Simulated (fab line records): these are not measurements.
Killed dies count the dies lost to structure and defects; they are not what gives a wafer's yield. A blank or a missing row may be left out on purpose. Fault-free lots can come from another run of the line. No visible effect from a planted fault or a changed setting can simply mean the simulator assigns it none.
Matching of chambers / flow gf180mcu / 4 sister chambers for GF_V1_CMP_04 on cmp-02
The step polishes SiO2. 8 wafers are shown with their chamber, then 7 later ones without.

## WAFERS PAIRED WITH THEIR CHAMBERS
wafer=L724.1; chamber=1; motor current A (A)=13.0; time to endpoint s (s)=80
wafer=L724.6; chamber=0; motor current A (A)=10.7; time to endpoint s (s)=84
wafer=L725.1; chamber=3; motor current A (A)=12.3; time to endpoint s (s)=81
wafer=L725.2; chamber=0; motor current A (A)=10.6; time to endpoint s (s)=77
wafer=L728.2; chamber=3; motor current A (A)=12.6; time to endpoint s (s)=78
wafer=L728.5; chamber=2; motor current A (A)=13.5; time to endpoint s (s)=81
wafer=L729.2; chamber=1; motor current A (A)=13.6; time to endpoint s (s)=77
wafer=L729.4; chamber=2; motor current A (A)=13.7; time to endpoint s (s)=76

## WAFERS WHOSE CHAMBER IS MISSING
wafer=L729.5; motor current A (A)=10.7; time to endpoint s (s)=82
wafer=L730.1; motor current A (A)=12.6; time to endpoint s (s)=83
wafer=L730.3; motor current A (A)=13.7; time to endpoint s (s)=85
wafer=L730.4; motor current A (A)=10.6; time to endpoint s (s)=86
wafer=L738.2; motor current A (A)=12.7; time to endpoint s (s)=84
wafer=L738.5; motor current A (A)=13.5; time to endpoint s (s)=84
wafer=L738.6; motor current A (A)=11.1; time to endpoint s (s)=90

## THE CHAMBER EACH PASSED THROUGH
wafer=L729.5; from the rows above=0; in truth=0
wafer=L730.1; from the rows above=can't be placed: 3 or 1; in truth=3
wafer=L730.3; from the rows above=can't be placed: 2 or 1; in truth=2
wafer=L730.4; from the rows above=0; in truth=0
wafer=L738.2; from the rows above=can't be placed: 3 or 1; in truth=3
wafer=L738.5; from the rows above=can't be placed: 2 or 1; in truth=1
wafer=L738.6; from the rows above=0; in truth=0
3 of 7 placed correctly. Not placeable from these rows: 4 (in 4, the candidates include the true chamber). 0 placed wrongly.
How it was worked out, from the rows above alone: a wafer's distance from a chamber is the root of the sum, over the readings, of the square of ((its reading less the chamber's mean) divided by the reading's scatter). If the next closest chamber is less than 2 further off than the closest, the wafer can't be placed; otherwise it belongs to the closest. Each chamber's mean is taken over the wafers shown for it. The scatter: the root of (the sum of the squares of (reading less its chamber's mean) over the shown wafers, divided by (wafers less chambers)).
